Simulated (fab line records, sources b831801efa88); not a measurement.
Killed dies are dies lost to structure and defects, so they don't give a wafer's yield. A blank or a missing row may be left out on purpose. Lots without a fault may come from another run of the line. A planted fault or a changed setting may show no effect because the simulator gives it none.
fab line records | flow sfq_line
record lots=15 wafers=42 last_day=94
route steps=325 shown I0@43 M6@253 I7@309 M8@325
lots that met no fault: from a run of the same line without faults
start_h: hours from the record's first day to the start of the lot's first wafer shown | wait_h: hours since the lot's step before | " the same as in the row above | L1.1+2: a row that stands for several wafers | - no value, or no start given | * or withheld: withheld | < > ~ a bound
route shown NAME@n: a module of which the file shows steps, and the number in the route of the first | usual: mean/standard deviation of fault-free wafers | same: alike in all rows | chamber/n: place in a boat | sites: the reading at each site | _std_site: their standard deviation | _edge_site: outer sites' mean less inner sites' | radius_mm: how far each site lies from the wafer's centre | mask NAME#n: copy n | behind: the tool/chamber that last shaped the wafer | hold: why the lot was held/for how many hours/how that ended | device: the transistor (n, p or np) that didn't switch | end of line: the same wafers' tests at the end of the route | a step without rows: its recipe alone | killed: dies lost to structure and defects at the first sort, not the wafer's yield | map: a wafer's dies, x killed, . not, _ none there
set.NAME: the setting as run; set.NAME@STEP: as run at that earlier step | model.NAME: the simulator's own value behind a step, which no gauge read
steps of the route over a sample of lots; a table a step, a row a wafer
services: from which hour (start_h, from the record's first day; less than 0 if before it) a tool's chamber was out of use, for how many hours, and why
## steps
# step SFQ_TRILAYER_I0_DEP_PECVD_027
# recipe material=SiO2 temp_c=150 time_s=111.11 pressure_torr=2.4 rf_w=183.3 precursor=SiH4/N2O target_thk_nm=500
# usual heater_power_w=86/18 run_length_s=138.8/0.65 showerhead_vpp_V=825/38 susceptor_temp_C=150.00/0.15 throttle_valve_pct=25.2/1.7
# columns lot.wafer tool chamber start_h wait_h heater_power_w run_length_s showerhead_vpp_V susceptor_temp_C throttle_valve_pct
L541.1 pecvd-04 1 153.14 0.0 74 137.7 825 150.02 24.7
L541.5 " 1 " " 59 138.2 803 149.96 25.1
L541.6 " 0 " " 74 138.8 794 150.10 26.4
L543.3 pecvd-02 2 168.91 0.0 88 138.2 790 149.96 27.6
L543.4 " 2 " " 91 138.7 796 149.85 27.7
L543.6 " 0 " " 106 139.6 875 150.11 26.6
L544.1 pecvd-04 2 177.14 0.0 104 138.5 865 149.97 23.5
L544.3 " 1 " " 68 137.8 824 150.24 24.9
L544.4 " 2 " " 107 138.3 880 149.84 23.7
L545.2 pecvd-04 1 180.74 0.0 59 138.1 834 150.11 25.0
L545.4 " 1 " " 63 138.6 824 150.18 24.7
L545.5 " 0 " " 70 138.4 804 149.85 26.5
L546.1 pecvd-02 0 189.14 0.0 97 139.7 894 150.28 26.7
L546.2 " 2 " " 79 138.4 809 149.65 27.6
L546.3 " 1 " " 105 139.2 766 149.96 25.6
L547.2 pecvd-02 1 195.26 0.0 105 139.2 771 149.96 25.7
L547.3 " 0 " " 104 139.9 871 149.95 26.6
L547.4 " 0 " " 112 139.6 883 149.87 26.8
L548.2 pecvd-04 0 200.79 0.0 60 138.3 800 150.29 26.3
L548.3 " 0 " " 65 138.7 815 150.00 26.6
L548.5 " 2 " " 114 138.3 867 149.81 23.6
L549.1 pecvd-02 1 207.59 0.0 100 138.8 763 149.93 25.7
L549.4 " 1 " " 106 139.0 753 149.93 25.6
L549.6 " 2 " " 93 138.4 793 150.07 27.6
L551.1 pecvd-01 1 220.46 0.0 79 138.6 848 149.83 23.2
L551.2 " 2 " " 74 139.4 814 150.09 23.0
L551.6 " 1 " " 77 139.0 822 149.86 23.3
L552.2 pecvd-04 2 227.94 0.0 106 138.5 873 149.89 23.6
L552.3 " 0 " " 59 139.4 777 149.93 26.7
L552.4 " 0 " " 63 138.3 800 150.10 26.5
L559.1 pecvd-04 1 260.51 0.0 63 137.8 838 150.29 25.1
L559.6 " 0 " " 74 154.3 805 150.21 26.7
L560.3 pecvd-04 1 269.81 0.0 65 154.1 824 149.90 24.9
L560.4 " 0 " " 64 138.2 809 150.06 26.8
L561.3 pecvd-04 0 275.74 0.0 69 154.0 802 150.23 26.9
L561.6 " 2 " " 117 153.9 871 149.78 23.8
L562.2 pecvd-01 0 282.94 0.0 85 139.3 847 150.03 21.9
L562.4 " 2 " " 78 139.2 824 150.03 22.9
L562.6 " 1 " " 77 139.5 825 149.97 23.2
L564.1 pecvd-02 0 293.74 0.0 105 140.2 889 149.94 26.8
L564.2 " 1 " " 95 139.8 762 149.91 25.7
L564.4 " 0 " " 108 140.3 872 149.91 26.7
# step SFQ_TRILAYER_I0_CMP_CMP_028
# recipe material=SiO2 down_force_psi=3 platen_rpm=60 pad_velocity_m_s=0.94248
# usual head_pressure_psi=3.000/0.0067 motor_current_A=10.0/0.75 time_to_endpoint_s=208/8.8
# columns lot.wafer tool chamber start_h wait_h head_pressure_psi motor_current_A time_to_endpoint_s
L541.1 cmp-01 2 154.92 1.7 2.995 10.9 200
L541.5 " 0 155.92 2.7 3.000 10.8 221
L541.6 " 1 " " 3.007 9.8 205
L543.3 cmp-02 2 178.15 9.2 2.997 9.4 207
L543.4 " 0 179.15 10.2 3.006 11.2 200
L543.6 " 2 180.15 11.2 3.008 9.1 209
L544.4 cmp-01 1 186.92 9.7 3.007 9.9 217
L544.3 " 2 " " 2.993 10.0 220
L544.1 " 3 " " 2.996 9.5 212
L545.2 cmp-01 1 189.92 9.1 2.992 10.1 211
L545.4 " 3 190.92 10.1 3.007 9.3 211
L545.5 " 2 192.42 11.6 2.988 10.8 216
L546.2 cmp-02 0 199.65 10.5 3.001 11.1 188
L546.1 " 1 " " 3.002 9.0 196
L546.3 " 2 " " 2.990 9.1 209
L547.3 cmp-02 0 205.15 9.9 2.993 10.9 199
L547.4 " 2 206.15 10.8 3.001 9.2 218
L547.2 " 3 " " 3.011 10.2 211
L548.3 cmp-02 1 208.15 7.3 3.005 10.1 213
L548.2 " 2 " " 2.999 8.8 211
L548.5 " 1 210.15 9.2 3.006 9.5 210
L549.4 cmp-01 2 214.42 6.7 2.994 10.3 226
L549.1 " 3 " " 3.001 9.7 219
L549.6 " 2 216.42 8.7 3.000 10.9 223
L551.1 cmp-02 0 223.15 2.6 3.001 11.3 203
L551.2 " 3 224.65 4.1 2.992 9.8 208
L551.6 " 1 225.65 5.1 3.010 9.8 224
L552.4 cmp-02 1 232.15 4.1 2.994 9.5 208
L552.2 " 3 233.15 5.2 2.998 10.1 194
L552.3 " 0 " " 2.993 11.6 192
L559.1 cmp-01 2 267.55 7.0 2.999 10.7 204
L559.6 " 0 268.55 8.0 2.986 11.0 271
L560.3 cmp-02 1 269.89 0.0 2.996 9.0 254
L560.4 " 0 271.39 1.5 3.004 11.1 199
L561.3 cmp-02 3 277.39 1.6 3.002 10.5 254
L561.6 " 1 278.39 2.6 2.993 9.8 249
L562.2 cmp-02 2 283.02 0.0 3.001 9.4 201
L562.4 " 3 " " 3.005 10.0 204
L562.6 " 2 285.02 2.0 2.995 9.0 214
L564.1 cmp-02 1 296.08 2.3 2.994 9.6 197
L564.4 " 2 " " 3.001 8.9 210
L564.2 " 3 " " 2.993 10.2 203
# step SFQ_M6_RS_MEAS_938
# recipe thk_meas_gauge=four-point-probe reads=Nb_of_TRILAYER_M6_DEP_SPUTTER_157
# usual M6_NB_RS=0.890/0.012
# columns lot.wafer tool chamber start_h wait_h M6_NB_RS[ohm/sq]
L541.1 film_metro-03 - 1619.69 0.0 0.902
L541.5 " - " " 0.908
L541.6 " - " " 0.912
L543.3 film_metro-01 - 1662.33 0.1 0.874
L543.4 " - " " 0.889
L543.6 " - " " 0.866
L544.1 film_metro-03 - 1669.49 0.0 0.869
L544.3 " - " " 0.885
L544.4 " - " " 0.878
L545.2 film_metro-04 - 1670.83 0.1 0.868
L545.4 " - " " 0.875
L545.5 " - " " 0.861
L546.1 film_metro-01 - 1672.01 0.0 0.877
L546.2 " - " " 0.880
L546.3 " - " " 0.872
L547.2 film_metro-04 - 1673.23 0.1 0.885
L547.3 " - " " 0.897
L547.4 " - " " 0.883
L548.2 film_metro-01 - 1675.43 0.1 0.871
L548.3 " - " " 0.898
L548.5 " - " " 0.890
L549.1 film_metro-03 - 1676.61 0.0 0.906
L549.4 " - " " 0.900
L549.6 " - " " 0.906
L551.1 film_metro-01 - 1726.79 0.0 0.886
L551.2 " - " " 0.892
L551.6 " - " " 0.895
L552.2 film_metro-03 - 1730.28 0.1 0.911
L552.3 " - " " 0.902
L552.4 " - " " 0.888
L559.1 film_metro-01 - 1808.21 0.0 0.877
L559.6 " - " " 0.888
L560.3 film_metro-03 - 1836.31 0.1 0.911
L560.4 " - " " 0.885
L561.3 film_metro-04 - 1863.51 0.1 0.898
L561.6 " - " " 0.910
L562.2 film_metro-03 - 1865.89 0.1 0.898
L562.4 " - " " 0.899
L562.6 " - " " 0.892
L564.1 film_metro-01 - 1869.93 0.0 0.871
L564.2 " - " " 0.885
L564.4 " - " " 0.913
# step SFQ_TRILAYER_I7_VIA_STRIP_STRIP_191
# recipe gas=O2 power_w=200 platen_temp_c=40 overash_fraction=0.65 chemistry=O2 pressure_mtorr=50
# usual drypump_motor_current_A=5.8/0.39 he_backside_leak_sccm=3.31/0.21 oes_product_au=1.000/0.012
# columns lot.wafer tool chamber start_h wait_h drypump_motor_current_A he_backside_leak_sccm oes_product_au rf_hours_counter_h
L541.1 rie_metal-02 0 1934.63 - 6.3 3.45 0.999 113
L541.5 " 1 " " 5.9 3.27 1.014 -
L541.6 " 0 " " 6.3 3.32 1.003 -
L543.3 rie_metal-01 1 1938.34 - 5.6 3.39 1.014 -
L543.4 " 0 " " 5.0 3.43 0.978 -
L543.6 " 1 " " 5.6 3.71 1.007 -
L544.1 rie_metal-02 1 1940.50 - 5.9 3.37 1.007 129
L544.3 " 1 " " 5.9 3.34 1.019 -
L544.4 " 0 " " 6.3 3.40 0.995 -
L545.2 rie_metal-04 0 1944.10 - 6.1 3.52 1.006 75
L545.4 " 1 " " 5.7 3.18 1.020 -
L545.5 " 1 " " 5.7 2.96 1.023 -
L546.1 rie_metal-04 1 1946.50 - 5.7 3.04 1.038 24
L546.2 " 0 " " 6.2 3.15 1.004 76
L546.3 " 1 " " 5.7 3.11 1.022 -
L547.2 rie_metal-02 1 1948.93 - 5.9 3.43 1.005 130
L547.3 " 1 " " 5.9 3.43 1.012 -
L547.4 " 0 " " 6.3 3.35 0.987 -
L548.2 rie_metal-04 0 2060.43 - 6.2 3.24 1.002 83
L548.3 " 1 " " 5.7 3.08 1.003 -
L548.5 " 1 " " 5.7 3.04 1.005 -
L549.1 rie_metal-02 0 2061.63 - 6.3 3.16 0.983 2
L549.4 " 1 " " 5.9 3.34 1.005 -
L549.6 " 0 " " 6.3 3.12 0.980 -
L551.1 rie_metal-04 0 2073.63 - 6.2 3.30 0.997 83
L551.2 " 1 " " 5.7 3.12 1.016 36
L551.6 " 0 " " 6.2 3.21 0.993 -
L552.2 rie_metal-01 0 2076.11 - 5.0 3.87 0.993 50
L552.3 " 1 " " 5.6 3.95 0.999 -
L552.4 " 0 " " 5.0 3.72 0.995 -
L559.1 rie_metal-04 0 2104.74 - 6.2 3.19 0.996 87
L559.6 " 0 " " 6.2 3.25 0.978 -
L560.3 rie_metal-04 1 2114.54 - 5.7 3.22 0.996 -
L560.4 " 0 " " 6.2 3.26 0.986 -
L561.3 rie_metal-04 1 2168.17 - 5.7 3.30 0.998 -
L561.6 " 0 " " 6.2 3.23 0.990 -
L562.2 rie_metal-04 0 2171.57 - 6.2 3.24 0.975 94
L562.4 " 1 " " 5.7 3.03 0.990 -
L562.6 " 1 " " 5.7 3.09 0.989 -
L564.1 rie_metal-02 1 2178.77 - 5.9 3.32 1.005 17
L564.2 " 0 " " 6.3 3.34 0.987 13
L564.4 " 0 " " 6.3 3.35 0.983 -
# step SFQ_M8_BOW_MEAS_951
# recipe mode=bow
# usual M8_BOW=9/11
# columns lot.wafer tool chamber start_h wait_h M8_BOW[um]
L541.1 film_metro-03 - 2044.44 0.0 -8
L541.5 " - " " -2
L541.6 " - " " -4
L543.3 film_metro-01 - 2048.08 0.0 4
L543.4 " - " " 9
L543.6 " - " " 19
L544.1 film_metro-04 - 2051.64 0.0 -1
L544.3 " - " " 6
L544.4 " - " " 0
L545.2 film_metro-03 - 2052.86 0.0 13
L545.4 " - " " 20
L545.5 " - " " 24
L546.1 film_metro-04 - 2057.77 0.0 17
L546.2 " - " " 31
L546.3 " - " " 29
L547.2 film_metro-03 - 2059.11 0.0 12
L547.3 " - " " 16
L547.4 " - " " 11
L548.2 film_metro-01 - 2065.35 0.0 6
L548.3 " - " " -4
L548.5 " - " " 4
L549.1 film_metro-04 - 2066.53 0.0 3
L549.4 " - " " 16
L549.6 " - " " 0
L551.1 film_metro-03 - 2078.33 0.0 5
L551.2 " - " " -10
L551.6 " - " " -5
L552.2 film_metro-01 - 2080.83 0.0 27
L552.3 " - " " 17
L552.4 " - " " 17
L559.1 film_metro-04 - 2188.23 0.0 19
L559.6 " - " " 20
L560.3 film_metro-03 - 2197.87 0.0 5
L560.4 " - " " 5
L561.3 film_metro-04 - 2249.59 0.0 3
L561.6 " - " " 16
L562.2 film_metro-04 - 2251.97 0.0 4
L562.4 " - " " 0
L562.6 " - " " -3
L564.1 film_metro-01 - 2256.75 0.0 4
L564.2 " - " " -2
L564.4 " - " " 11
## services
# columns tool chamber start_h hours kind
cmp-02 - 129.24 1.4 repair
cmp-02 - 154.15 7.8 repair
cmp-02 - 164.97 7.2 pm
cmp-02 - 235.15 4.0 pm
cmp-02 - 307.54 1.6 repair
cmp-02 - 342.64 0.8 repair
cmp-02 - 472.02 0.9 repair
cmp-02 - 484.76 0.8 repair
cmp-02 - 522.94 4.5 pm
cmp-02 - 533.43 7.7 pm
cmp-02 - 570.50 4.9 repair
cmp-02 - 575.44 4.0 pm
cmp-02 - 607.71 11.1 pm
cmp-02 - 620.09 1.0 repair
cmp-02 - 642.92 2.0 repair
cmp-02 - 847.40 2.1 repair
cmp-02 - 901.09 5.6 pm
cmp-02 - 911.76 2.4 repair
cmp-02 - 917.20 4.0 pm
cmp-02 - 1066.06 1.3 repair
cmp-02 - 1169.54 5.6 pm
cmp-02 - 1259.08 4.0 pm
cmp-02 - 1311.59 1.0 repair
cmp-02 - 1350.97 1.1 repair
## key
first_sign step=SFQ_TRILAYER_I0_DEP_PECVD_027 reading=run_length_s direction=up sigmas=24 usual=* struck=*
effect step=SFQ_TRILAYER_I0_CMP_CMP_028 reading=time_to_endpoint_s direction=up sigmas=5.5 usual=* struck=*
met_at SFQ_TRILAYER_I0_DEP_PECVD_027
struck_lots L559,L560,L561
struck_wafers L559.6,L560.3,L561.3,L561.6
not_acting_at SFQ_M6_RS_MEAS_938,SFQ_TRILAYER_I7_VIA_STRIP_STRIP_191,SFQ_M8_BOW_MEAS_951
onset_between 227.94 260.51
fault kind=process_parameter_drift tool=pecvd-04 chamber=- onset_h=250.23 steps=SFQ_TRILAYER_I0_DEP_PECVD_027 channel=time_s offset=* shape=step end_h=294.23 scope=struck_wafers_only acts_in=* stated=*
